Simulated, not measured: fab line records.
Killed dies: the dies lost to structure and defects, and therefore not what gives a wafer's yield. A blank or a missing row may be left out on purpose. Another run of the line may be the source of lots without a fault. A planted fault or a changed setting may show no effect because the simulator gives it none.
Matching of chambers :: flow sky130 :: SKY_VIA4_CMP_02 on cmp-02 has 4 sister chambers
The step polishes SiO2. 8 wafers are shown with their chamber, then 11 later ones without.

== EACH WAFER AND ITS CHAMBER ==
wafer: L736.3
chamber: 2
motorCurrentA (A): 11.8
slurryFilterDpKPa (kPa): 13.51

wafer: L737.1
chamber: 2
motorCurrentA (A): 12.1
slurryFilterDpKPa (kPa): 13.52

wafer: L737.2
chamber: 1
motorCurrentA (A): 11.8
slurryFilterDpKPa (kPa): 13.44

wafer: L737.4
chamber: 3
motorCurrentA (A): 11.9
slurryFilterDpKPa (kPa): 13.62

wafer: L738.1
chamber: 0
motorCurrentA (A): 11.8
slurryFilterDpKPa (kPa): 13.74

wafer: L738.3
chamber: 3
motorCurrentA (A): 12.0
slurryFilterDpKPa (kPa): 13.72

wafer: L738.4
chamber: 1
motorCurrentA (A): 11.6
slurryFilterDpKPa (kPa): 13.27

wafer: L740.3
chamber: 0
motorCurrentA (A): 12.0
slurryFilterDpKPa (kPa): 13.25

== WAFERS WITHOUT THEIR CHAMBER ==
wafer: L740.5
motorCurrentA (A): 11.4
slurryFilterDpKPa (kPa): 13.68

wafer: L740.6
motorCurrentA (A): 11.6
slurryFilterDpKPa (kPa): 13.83

wafer: L741.1
motorCurrentA (A): 12.0
slurryFilterDpKPa (kPa): 13.14

wafer: L741.5
motorCurrentA (A): 12.1
slurryFilterDpKPa (kPa): 13.49

wafer: L741.6
motorCurrentA (A): 11.3
slurryFilterDpKPa (kPa): 13.37

wafer: L742.2
motorCurrentA (A): 11.3
slurryFilterDpKPa (kPa): 13.24

wafer: L742.5
motorCurrentA (A): 11.4
slurryFilterDpKPa (kPa): 13.52

wafer: L742.6
motorCurrentA (A): 11.7
slurryFilterDpKPa (kPa): 13.39

wafer: L743.1
motorCurrentA (A): 11.6
slurryFilterDpKPa (kPa): 13.61

wafer: L743.5
motorCurrentA (A): 11.4
slurryFilterDpKPa (kPa): 13.42

wafer: L743.6
motorCurrentA (A): 11.7
slurryFilterDpKPa (kPa): 13.57

== CHAMBER TAKEN BY EACH ==
wafer: L740.5
from the rows above: can't be placed: 1 or 0 or 3 or 2
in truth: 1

wafer: L740.6
from the rows above: can't be placed: 3 or 1 or 0 or 2
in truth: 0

wafer: L741.1
from the rows above: can't be placed: 0 or 2 or 1 or 3
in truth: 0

wafer: L741.5
from the rows above: can't be placed: 2 or 0 or 3 or 1
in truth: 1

wafer: L741.6
from the rows above: can't be placed: 1 or 0 or 2 or 3
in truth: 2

wafer: L742.2
from the rows above: can't be placed: 1 or 0 or 2
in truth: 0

wafer: L742.5
from the rows above: can't be placed: 1 or 0 or 2 or 3
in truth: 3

wafer: L742.6
from the rows above: can't be placed: 1 or 0 or 2
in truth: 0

wafer: L743.1
from the rows above: can't be placed: 1 or 0 or 3 or 2
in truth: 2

wafer: L743.5
from the rows above: can't be placed: 1 or 0 or 2 or 3
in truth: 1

wafer: L743.6
from the rows above: can't be placed: 1 or 0 or 2 or 3
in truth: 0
0 of 11 placed correctly. Unplaceable from these rows: 11, with the true chamber sitting among the candidates in 11. Number placed wrongly: 0.
How it was worked out, from the rows above alone: a wafer's distance from a chamber is the root of the sum, over the readings, of the square of ((its reading less the chamber's mean) divided by the reading's scatter). The wafer belongs to the nearest chamber; if the next one is less than 2 further off, it can't be placed. A chamber's mean is the mean of its shown wafers. The scatter: take each reading less its chamber's mean, square it, sum over the shown wafers, divide by the number of wafers less the number of chambers, and take the root.
